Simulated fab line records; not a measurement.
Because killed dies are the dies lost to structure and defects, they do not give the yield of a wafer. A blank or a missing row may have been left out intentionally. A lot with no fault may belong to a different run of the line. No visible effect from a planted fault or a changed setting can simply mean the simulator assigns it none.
fab line records	flow sky130
[record] lots = 12	wafers = 36	last_day = 50
route steps=708 shown VIA3@575 METAL4@598 CAP2M@607 PAD_OPEN@708
lots that met no fault: from a run of the same line without faults
start_h: hours from the record's first day to the start of the lot's first wafer shown	wait_h: hours since the lot's step before	" identical to the entry in the row above	L1.1+2: a single row standing in for several wafers	- no value, or no start given	* or withheld: withheld	< > ~ a bound
route shown NAME@n: NAME is a module with steps in the file, n the number in the route of the first one	usual: the fault-free wafers' mean and standard deviation	same: alike in all rows	chamber/n: place in a boat	sites: per-site readings	_std_site: standard deviation of those values	_edge_site: the outer-site mean with the inner-site mean subtracted	radius_mm: how far each site lies from the wafer's centre	mask NAME#n: copy n	behind: tool/chamber where the wafer was last shaped	hold: what put the lot on hold/how long, in hours/how the hold closed	device: which transistor (n, p or np) failed to switch	end of line: tests of these same wafers at the route's end	for a step that has no rows: nothing shown but its recipe	killed: at the first sort, the dies lost to defects and structure; wafer yield is something else	map: per-die view of a wafer (x killed, . not killed, _ where there is no die)
set.NAME: the setting that was run; set.NAME@STEP: the one run at that earlier step	model.NAME: the simulator's own value behind a step, which no gauge read
the route's steps for a sample of lots (tables are steps, rows are wafers)
services: a tool's chamber out of use, with start hour (start_h, from the record's first day; less than 0 if before it), hours out, and reason
[[steps]]
[step SKY_VIA3_CMP_02]
[recipe] material = SiO2	down_force_psi = 4	platen_rpm = 60	pad_velocity_m_s = 0.94248
[usual] motor_current_A = 12.9/1.5
lot.wafer	tool	chamber	start_h	wait_h	motor_current_A
L752.3	cmp-02	3	896.63	0.1	12.9
L752.2	"	0	"	"	11.0
L752.5	"	3	"	"	13.3
L753.4	cmp-02	3	925.21	0.0	13.9
L753.2	"	0	"	"	10.8
L753.3	"	2	"	"	13.8
L754.1	cmp-02	3	927.18	0.2	12.8
L754.5	"	0	"	"	11.2
L754.6	"	1	"	"	12.9
L756.2	cmp-02	2	936.73	0.0	14.7
L756.3	"	3	"	"	13.1
L756.4	"	0	"	"	11.3
L757.2	cmp-01	2	937.51	0.0	13.7
L757.1	"	0	"	"	11.0
L757.6	"	3	"	"	14.6
L762.2	cmp-01	3	978.06	0.1	14.4
L762.1	"	0	"	"	10.3
L762.5	"	3	"	"	14.7
L763.3	cmp-02	2	985.91	0.1	14.4
L763.1	"	3	"	"	13.2
L763.6	"	2	"	"	14.8
L770.4	cmp-02	3	1032.36	0.0	12.7
L770.5	"	3	"	"	13.6
L770.6	"	0	"	"	11.4
L771.3	cmp-01	1	1035.61	0.1	11.1
L771.2	"	2	"	"	14.0
L771.4	"	3	"	"	15.1
L772.1	cmp-01	2	1042.19	0.1	14.2
L772.3	"	1	"	"	11.3
L772.6	"	3	"	"	14.8
L774.4	cmp-01	2	1066.69	0.0	14.2
L774.1	"	3	"	"	15.2
L774.5	"	3	"	"	14.7
L773.1	cmp-02	0	1069.14	0.1	11.3
L773.5	"	3	"	"	14.0
L773.6	"	0	"	"	12.2
[step SKY_VIA3_RS_MEAS_22]
[recipe] thk_meas_gauge = four-point-probe	reads = W_of_VIA3_CVD_21+TiN_of_VIA3_SPUTTER_20
[usual] VIA3_W_RS = 0.293/0.0054
lot.wafer	tool	chamber	start_h	wait_h	VIA3_W_RS[ohm/sq]
L752.2	film_metro-02	-	922.84	0.1	0.290
L752.3	"	-	"	"	0.287
L752.5	"	-	"	"	0.288
L753.2	film_metro-04	-	950.24	0.1	0.298
L753.3	"	-	"	"	0.292
L753.4	"	-	"	"	0.306
L754.1	film_metro-03	-	952.58	0.1	0.303
L754.5	"	-	"	"	0.306
L754.6	"	-	"	"	0.289
L756.2	film_metro-02	-	962.33	0.1	0.287
L756.3	"	-	"	"	0.294
L756.4	"	-	"	"	0.284
L757.1	film_metro-04	-	963.33	0.1	0.297
L757.2	"	-	"	"	0.297
L757.6	"	-	"	"	0.300
L762.1	film_metro-02	-	1002.62	0.1	0.297
L762.2	"	-	"	"	0.289
L762.5	"	-	"	"	0.294
L763.1	film_metro-04	-	1010.82	0.1	0.290
L763.3	"	-	"	"	0.296
L763.6	"	-	"	"	0.299
L770.4	film_metro-03	-	1055.50	0.1	0.279
L770.5	"	-	"	"	0.278
L770.6	"	-	"	"	0.286
L771.2	film_metro-04	-	1058.59	0.1	0.288
L771.3	"	-	"	"	0.285
L771.4	"	-	"	"	0.282
L772.1	film_metro-02	-	1064.96	0.1	0.283
L772.3	"	-	"	"	0.291
L772.6	"	-	"	"	0.292
L774.1	film_metro-02	-	1088.68	0.1	0.291
L774.4	"	-	"	"	0.293
L774.5	"	-	"	"	0.293
L773.1	film_metro-04	-	1091.63	0.1	0.287
L773.5	"	-	"	"	0.291
L773.6	"	-	"	"	0.284
[step SKY_METAL4_SPUTTER_00]
[recipe] material = Ti	target_thk_nm = 15	power_w = 3000	time_s = 10	chamber_pressure_pa = 0.4
[usual] cathode_dc_power_W = 3000.0/0.58	chamber_pressure_pa = 0.4000/0.00075	throttle_valve_pct = 30.8/1
lot.wafer	tool	chamber	start_h	wait_h	cathode_dc_power_W	chamber_pressure_pa	throttle_valve_pct
L752.2	pvd_sputter-02	-	923.30	0.1	3000.1	0.4009	30.1
L752.3	"	-	"	"	3000.3	0.3998	31.9
L752.5	"	-	"	"	2999.4	0.4007	29.5
L753.2	pvd_sputter-02	-	950.70	0.1	3000.0	0.4001	29.5
L753.3	"	-	"	"	2999.7	0.3994	31.7
L753.4	"	-	"	"	2999.5	0.3993	31.7
L754.1	pvd_sputter-01	-	953.06	0.1	2999.6	0.3990	30.4
L754.5	"	-	"	"	3000.5	0.3994	30.4
L754.6	"	-	"	"	2998.7	0.3990	30.4
L756.2	pvd_sputter-04	-	962.79	0.2	3000.6	0.4010	29.9
L756.3	"	-	"	"	2999.1	0.4001	29.0
L756.4	"	-	"	"	2999.4	0.4000	30.5
L757.1	pvd_sputter-02	-	963.98	0.1	3000.0	0.3996	32.0
L757.2	"	-	"	"	2999.4	0.4004	29.3
L757.6	"	-	"	"	3000.2	0.4005	31.7
L762.1	pvd_sputter-02	-	1003.10	0.2	2323.2	0.3995	31.8
L762.2	"	-	"	"	2324.1	0.4007	29.5
L762.5	"	-	"	"	2322.8	0.4008	29.4
L763.1	pvd_sputter-02	-	1011.30	0.2	2323.9	0.4008	31.7
L763.3	"	-	"	"	2323.1	0.4001	29.4
L763.6	"	-	"	"	2323.4	0.3991	32.2
L770.4	pvd_sputter-04	-	1056.04	0.1	3000.3	0.3988	31.0
L770.5	"	-	"	"	3000.6	0.4006	29.1
L770.6	"	-	"	"	2999.8	0.3998	30.2
L771.2	pvd_sputter-01	-	1059.05	0.1	2999.9	0.3993	32.3
L771.3	"	-	"	"	2999.0	0.3996	31.0
L771.4	"	-	"	"	2999.8	0.3995	30.3
L772.1	pvd_sputter-01	-	1065.44	0.1	3000.3	0.3995	31.1
L772.3	"	-	"	"	2999.5	0.4003	32.7
L772.6	"	-	"	"	2999.9	0.4000	30.4
L774.1	pvd_sputter-04	-	1089.16	0.2	3000.6	0.4017	29.1
L774.4	"	-	"	"	3000.1	0.4001	30.0
L774.5	"	-	"	"	3001.2	0.4002	30.7
L773.1	pvd_sputter-04	-	1092.11	0.2	2999.9	0.4000	31.1
L773.5	"	-	"	"	3000.1	0.3989	31.3
L773.6	"	-	"	"	3000.4	0.4018	30.7
[step SKY_CAP2M_THK_MEAS_04]
[recipe] thk_meas_gauge = xrf	reads = TiN_of_CAP2M_SPUTTER_02
[usual] CAP2M_TIN_THK = 199.3/1.6
lot.wafer	tool	chamber	start_h	wait_h	CAP2M_TIN_THK[nm]
L752.2	film_metro-01	-	923.77	0.1	201.0
L752.3	"	-	"	"	201.1
L752.5	"	-	"	"	200.2
L753.2	film_metro-01	-	951.19	0.1	198.6
L753.3	"	-	"	"	199.3
L753.4	"	-	"	"	198.3
L754.1	film_metro-04	-	953.53	0.1	199.9
L754.5	"	-	"	"	200.9
L754.6	"	-	"	"	200.0
L756.2	film_metro-02	-	963.27	0.1	200.3
L756.3	"	-	"	"	199.3
L756.4	"	-	"	"	199.3
L757.1	film_metro-01	-	964.45	0.1	199.0
L757.2	"	-	"	"	200.5
L757.6	"	-	"	"	201.4
L762.1	film_metro-04	-	1003.57	0.1	201.6
L762.2	"	-	"	"	202.1
L762.5	"	-	"	"	199.9
L763.1	film_metro-01	-	1011.77	0.1	198.3
L763.3	"	-	"	"	198.3
L763.6	"	-	"	"	199.2
L770.4	film_metro-02	-	1056.54	0.1	197.8
L770.5	"	-	"	"	197.1
L770.6	"	-	"	"	198.3
L771.2	film_metro-01	-	1059.52	0.1	195.8
L771.3	"	-	"	"	198.2
L771.4	"	-	"	"	194.9
L772.1	film_metro-04	-	1065.91	0.1	199.9
L772.3	"	-	"	"	198.2
L772.6	"	-	"	"	198.2
L774.1	film_metro-02	-	1089.63	0.1	199.3
L774.4	"	-	"	"	199.6
L774.5	"	-	"	"	200.4
L773.1	film_metro-01	-	1092.57	0.1	197.5
L773.5	"	-	"	"	198.5
L773.6	"	-	"	"	198.6
[step SKY_PAD_OPEN_PROBE_99]
[usual] defect_limited_yield = 82.5/2.1	killed_at_M0_to_M3 = 43/6.8	killed_at_M4_up = 3.2/1.7	killed_at_contacts = 24/5.6	killed_at_front_end = 15/4.7	killed_at_other = 0.3/0.59	killed_dies = 86/10	killed_open = 47/6.8	killed_short = 39/6.4	sort_bin_3_pad_short = 0.9/0.42	sort_bin_5_function = 10.5/1.6	sort_bin_6_memory = 6.2/1.1	sort_n_pass = 406/10	sort_yield_pct = 82.5/2.1
[same] gross_dies = 492	killed_at_back_side = 0	sort_bin_4_leakage[%] = 0	sort_bin_8_speed[%] = 0
lot.wafer	tool	chamber	start_h	wait_h	defect_limited_yield[%]	killed_at_M0_to_M3	killed_at_M4_up	killed_at_contacts	killed_at_front_end	killed_at_other	killed_dies	killed_open	killed_short	sort_bin_3_pad_short[%]	sort_bin_5_function[%]	sort_bin_6_memory[%]	sort_n_pass	sort_yield_pct[%]
L772.1	prober-02	-	1187.59	0.1	83.1	52	3	13	15	0	83	51	32	0.6	9.3	6.9	409	83.1
L772.3	prober-02	-	1187.69	0.2	80.5	56	3	24	13	0	96	51	45	0.4	11.4	7.7	396	80.5
L772.6	prober-02	-	1187.84	0.2	80.3	39	4	29	25	0	97	47	49	0.6	11.2	7.9	395	80.3
// killed by level:class
L772.1 VIA1:geometric_particle:open=12 VIA2:geometric_particle:open=9 METAL2:geometric_particle:short=7 CONTACT:geometric_particle:open=7 VIA3:geometric_particle:open=6 VIA1:geometric_particle:short=5 FIELD_ISO:geometric_particle:open=4 POLY_GATE:geometric_particle:open=3
L772.3 VIA1:geometric_particle:open=11 METAL1:geometric_particle:short=10 LI_CONTACT:geometric_particle:open=9 CONTACT:geometric_particle:open=7 VIA3:geometric_particle:open=7 METAL2:geometric_particle:short=5 VIA2:geometric_particle:open=5 VIA3:geometric_particle:short=5
L772.6 VIA1:geometric_particle:open=11 CONTACT:geometric_particle:open=10 POLY_GATE:geometric_particle:short=8 METAL1:geometric_particle:short=8 LI_CONTACT:geometric_particle:open=7 FIELD_ISO:geometric_particle:open=6 LOCAL_INTERCONNECT:geometric_particle:short=6 POLY_GATE:geometric_particle:open=4
[[services]]
tool	chamber	start_h	hours	kind
cmp-01	-	903.06	1.9	repair
cmp-02	-	909.36	3.7	repair
cmp-01	-	918.48	4.0	pm
cmp-01	-	922.48	-	consumable_replace:conditioner
cmp-01	-	922.48	-	consumable_replace:pad
cmp-02	-	944.08	5.3	pm
cmp-01	-	951.34	1.1	repair
cmp-01	-	951.41	1.3	repair
pvd_sputter-02	-	961.41	1.0	repair
pvd_sputter-04	-	1003.23	9.5	repair
cmp-02	-	1012.77	1.6	repair
pvd_sputter-04	-	1027.26	2.3	repair
pvd_sputter-04	-	1042.01	5.0	repair
cmp-02	-	1042.36	1.5	repair
cmp-02	-	1084.00	4.0	pm
cmp-02	-	1088.00	-	consumable_replace:conditioner
cmp-02	-	1088.00	-	consumable_replace:pad
[[key]]
[first_sign] step = SKY_METAL4_SPUTTER_00	reading = cathode_dc_power_W	direction = down	sigmas = 99+	usual = 3000.0	struck = 2323.4
effect none on later readings
met_at SKY_METAL4_SPUTTER_00
struck_lots L762,L763
not_acting_at SKY_VIA3_CMP_02,SKY_VIA3_RS_MEAS_22,SKY_CAP2M_THK_MEAS_04
onset_between 963.98 1003.10
[fault] kind = process_parameter_drift	tool = pvd_sputter-02	chamber = -	onset_h = 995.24	steps = SKY_METAL4_SPUTTER_00	channel = power_w	offset = *	shape = step	end_h = 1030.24	acts_in = *	stated = *
